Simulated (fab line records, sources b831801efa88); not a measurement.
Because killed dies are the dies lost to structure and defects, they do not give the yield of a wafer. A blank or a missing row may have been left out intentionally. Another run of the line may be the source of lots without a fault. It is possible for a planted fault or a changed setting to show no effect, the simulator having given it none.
Which tool is to blame?	flow sky130	11 lots with 33 wafers sampled at 3 steps, on a route of 708 steps

WHAT EACH GAUGE READ, for each wafer
SKY_VT_ADJUST_HVTR_OVL_MEAS_08. Usual: for VT_ADJUST_HVTR_OVL the level is -0.8 nm and the standard deviation is 1.4.
lot	measured	on	VT_ADJUST_HVTR_OVL (nm)	flag
L407	day 9 15:31	overlay-02	-2.8 -0.6 -2.5	
L408	day 10 01:37	overlay-01	2.6 1.3 2.6	
L409	day 10 08:00	overlay-01	-1.5 0.5 -1.4	
L414	day 11 16:03	overlay-01	-1.2 -0.5 0.8	
L415	day 12 00:32	overlay-02	-109.8 -110.4 -108.2	OFF
L417	day 12 12:03	overlay-01	-108.0 -106.6 -106.3	OFF
L419	day 13 05:17	overlay-01	1.1 0.7 1.1	
L423	day 14 16:49	overlay-01	-1.7 -4.1 -4.6	
L426	day 15 10:02	overlay-01	-0.9 -1.3 -1.5	
L428	day 16 09:16	overlay-02	-1.8 -1.6 -2.5	
L429	day 16 22:06	overlay-01	0.1 1.6 0.9	

SKY_SONOS_TUNNEL_CD_MEAS_07: target cd 410 nm. Usual: cdNm reads 409.5 nm (standard deviation 1.9).
lot	measured	on	cdNm (nm)	flag
L407	day 11 13:59	cdSem-02	411.4 410.7 411.1	
L408	day 12 00:26	cdSem-02	408.9 409.0 407.8	
L409	day 12 06:36	cdSem-02	408.1 410.1 407.8	
L414	day 13 18:30	cdSem-01	411.5 410.3 410.7	
L415	day 14 03:45	cdSem-01	410.4 410.3 410.1	
L417	day 14 15:15	cdSem-01	412.5 412.0 411.0	
L419	day 15 09:28	cdSem-02	409.8 406.2 408.9	
L423	day 17 00:14	cdSem-01	410.2 410.6 409.8	
L426	day 17 19:20	cdSem-01	410.8 410.1 411.0	
L428	day 18 19:50	cdSem-01	410.8 409.2 409.1	
L429	day 19 10:30	cdSem-01	410.8 411.0 410.9	

WHICH TOOL RAN EACH LOT (tool, then ch and the chambers of the sampled wafers, then the start)
lot	SKY_VT_ADJUST_HVTR_EXPOSE_04
L407	ilineStepper-02 ch 0, day 9 04:05
L408	ilineStepper-01 ch 0, day 9 14:52
L409	ilineStepper-01 ch 0, day 9 21:23
L414	ilineStepper-02 ch 0, day 11 03:46
L415	ilineStepper-02 ch 0, day 11 12:29
L417	ilineStepper-02 ch 0, day 12 00:25
L419	ilineStepper-01 ch 0, day 12 17:09
L423	ilineStepper-01 ch 0, day 14 04:17
L426	ilineStepper-01 ch 0, day 14 20:33
L428	ilineStepper-01 ch 0, day 15 19:16
L429	ilineStepper-01 ch 0, day 16 08:15
- SKY_VT_ADJUST_HVTR_EXPOSE_04: exposes mask HVTRM, target cd 380 nm.

WHAT THE TOOLS THEMSELVES READ (means of the sampled wafers that have a number; where no wafer has one, the mark that the record gives instead)
The record holds no such reading with a usual standard deviation.

THE ANSWER, worked out from the rows above alone
Rule: lot off if the mean of its wafers having a number is beyond 3 standard deviations from the usual mean. Also off: a lot with no number at a reading for which 4 or more lots have one. Any other lot the step has rows for is counted as sound. First the gauges in route order, then the tools' own readings, where a lot's mean is used as printed above. The first step at which some lot is off is used, and at that step the reading that is off furthest; a lot without a number counts as furthest.
Off: at SKY_VT_ADJUST_HVTR_OVL_MEAS_08 (VT_ADJUST_HVTR_OVL), L415, L417.
If a tool, at a process step before that reading, ran all the lots that are off and no sound lot after the first of them, it fits. Those tools and the gauges at SKY_VT_ADJUST_HVTR_OVL_MEAS_08 are tried in the same way. One candidate fits, namely ilineStepper-02 at SKY_VT_ADJUST_HVTR_EXPOSE_04. Its last sound lot is L414 (day 11 03:46), its first lot that is off L415 (day 11 12:29): a fault that began between those two fits.

WHAT THE SIMULATOR HAD INSERTED
Scanner matching overlay: ilineStepper-02, from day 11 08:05 on, at SKY_VT_ADJUST_HVTR_EXPOSE_04. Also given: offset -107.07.
Shown lots that were struck: L415, L417. Same finding as the rule above.
